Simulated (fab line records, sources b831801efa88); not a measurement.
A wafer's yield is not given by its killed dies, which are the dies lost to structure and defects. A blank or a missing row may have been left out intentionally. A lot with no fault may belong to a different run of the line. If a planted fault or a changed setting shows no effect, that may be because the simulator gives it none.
Code-filled problem report in 8D (eight disciplines) form + flow gf180mcu + the parts of the form that need people (team, actions taken, sign-off) are left out

## 1. THE PROBLEM
PASSIVATION_CVD_00_THK at GF_PASSIVATION_THK_MEAS_01 reads a mean of 1102 nm on 6 wafers of 2 lots; wafers without a fault read 1000 nm with a standard deviation of 13. Measured from the usual mean, that is +7.8 standard deviations.
The first sign was on wafer L853.1 at day 31 19:02, on film-metro-01. Wafers with a number at this step in the record: 36, from 12 lots. Rule for "out" (also "out of limits"): further than 4 standard deviations from the usual mean. Any other wafer with a number is counted as sound.

## 2. WHAT IT IS AND WHAT IT IS NOT
| question                    | is                           | is not                                                                                       |
|-----------------------------|------------------------------|----------------------------------------------------------------------------------------------|
| which readings at this step | PASSIVATION_CVD_00_THK       | -                                                                                            |
| which lots                  | L853, L855                   | L843, L844, L845, L849, L852, L860, L861, L862, L863, L864                                   |
| which wafers of those lots  | all that have a number       | -                                                                                            |
| read on which gauges        | film-metro-01, film-metro-03 | film-metro-02                                                                                |
| when                        | from day 31 19:02            | up to then (15 sound wafers); but 15 sound wafers of L860, L861, L862, L863, L864 came after |

## 3. SUSPECTS, AND WHAT RULES EACH OUT
Counting: a tool at any process step up to the reading remains a suspect when it ran all the lots that are out and ran no sound lot after the first of those.
- the gauge at GF_PASSIVATION_THK_MEAS_01 is ruled out. Those wafers that are out were read across 2 gauges (film-metro-01, film-metro-03).
- pecvd-02 at GF_PASSIVATION_CVD_00 (deposits SiO2 from TEOS, target thk 1000 nm, time 111.95 s): kept. All lots that are out passed through it, beginning with L853 at day 31 18:58, and no sound lot followed; its final sound lot before that point was L852 at day 31 09:25. Its own rf-fwd-power-W readings are out on those wafers.
Remaining after the count: pecvd-02 at GF_PASSIVATION_CVD_00.

## 4. THE CAUSE (what the simulator had put in)
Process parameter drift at GF_PASSIVATION_CVD_00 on pecvd-02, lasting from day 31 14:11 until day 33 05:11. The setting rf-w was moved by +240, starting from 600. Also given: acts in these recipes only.
This tool alone remained once counting was done.

## 5. THE CHAIN OF EFFECTS, in route order
Rows list readings where the struck wafers' mean (over those with a number) sits beyond 3 standard deviations from the usual. Scope: only readings with a usual standard deviation given in the record; hours: median across lots of the time from each lot's start at the first step in this table that gives one to its start at this step; sigmas: change in usual standard deviations.
| hours | step                       | reading                | usual   | on struck wafers | change | sigmas      |
|-------|----------------------------|------------------------|---------|------------------|--------|-------------|
| 0     | GF_PASSIVATION_CVD_00      | rf-fwd-power-W         | 596.9 W | 837.7            | +240.8 | +99 or more |
| 0     | GF_PASSIVATION_THK_MEAS_01 | PASSIVATION_CVD_00_THK | 1000 nm | 1102             | +102   | +7.8        |
Its process steps:
- GF_PASSIVATION_CVD_00: deposits SiO2 from TEOS, target thk 1000 nm, time 111.95 s.
Later measuring or inspecting steps at which every struck wafer that the step has a row for has a number for every such reading, and none has moved that far: GF_PASSIVATION_THK_MEAS_03.

## 6. HOW IT WOULD HAVE BEEN CAUGHT EARLIER
5 hours passed between the start of the fault at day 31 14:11 and the first reading out of limits at a measuring or inspecting step in this record, taken at day 31 19:02.
At GF_PASSIVATION_CVD_00, the tool's own readings (rf-fwd-power-W) were out on each struck wafer the step has a row for, so an alarm limit on them would have fired on the first such wafer.
L855, from the lots that are out (2), started GF_PASSIVATION_CVD_00 on pecvd-02 later than day 31 19:02. A tool hold placed at that time would have kept it from harm.
